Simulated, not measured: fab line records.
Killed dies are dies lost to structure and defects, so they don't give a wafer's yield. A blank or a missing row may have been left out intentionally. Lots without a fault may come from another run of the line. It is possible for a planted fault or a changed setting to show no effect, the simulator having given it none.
Matching of chambers	flow sky130	SKY_POLY_GATE_ETCH_15 on rieDiel-02: 4 sister chambers
The step etches BARC in N2/H2, stops on SiO2, time 118.5 s, target depth 110 nm. 4 wafers are shown with their chamber, then 7 later ones without.

## WAFERS WITH THEIR CHAMBER
wafer	chamber	drypumpMotorCurrentA (A)
L427.5	1	5.7
L440.5	3	6.0
L445.1	2	5.2
L445.5	0	5.2

## WAFERS WHOSE CHAMBER IS MISSING
wafer	drypumpMotorCurrentA (A)
L445.6	5.7
L447.1	5.2
L447.2	5.6
L447.3	5.2
L448.1	5.2
L448.4	5.2
L448.6	5.2

## CHAMBER TAKEN BY EACH
wafer	from the rows above	in truth
L445.6	1	1
L447.1	can't be placed: 0 or 2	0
L447.2	1	1
L447.3	can't be placed: 0 or 2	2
L448.1	can't be placed: 0 or 2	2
L448.4	can't be placed: 0 or 2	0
L448.6	can't be placed: 0 or 2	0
Placed correctly: 2 of 7. Can't be placed from these rows: 5 (the true chamber is among the candidates in 5). Wrongly placed: 0.
How it was worked out, from the rows above alone: a wafer's distance from a chamber is the root of the sum, over the readings, of the square of ((its reading less the chamber's mean) divided by the reading's scatter). The wafer belongs to the nearest chamber; if the next one is less than 2 further off, it can't be placed. A chamber's mean is the mean of its shown wafers. The scatter: with one shown wafer a chamber, the root of the mean of the squares of how far each hidden wafer lies from its nearest shown one.
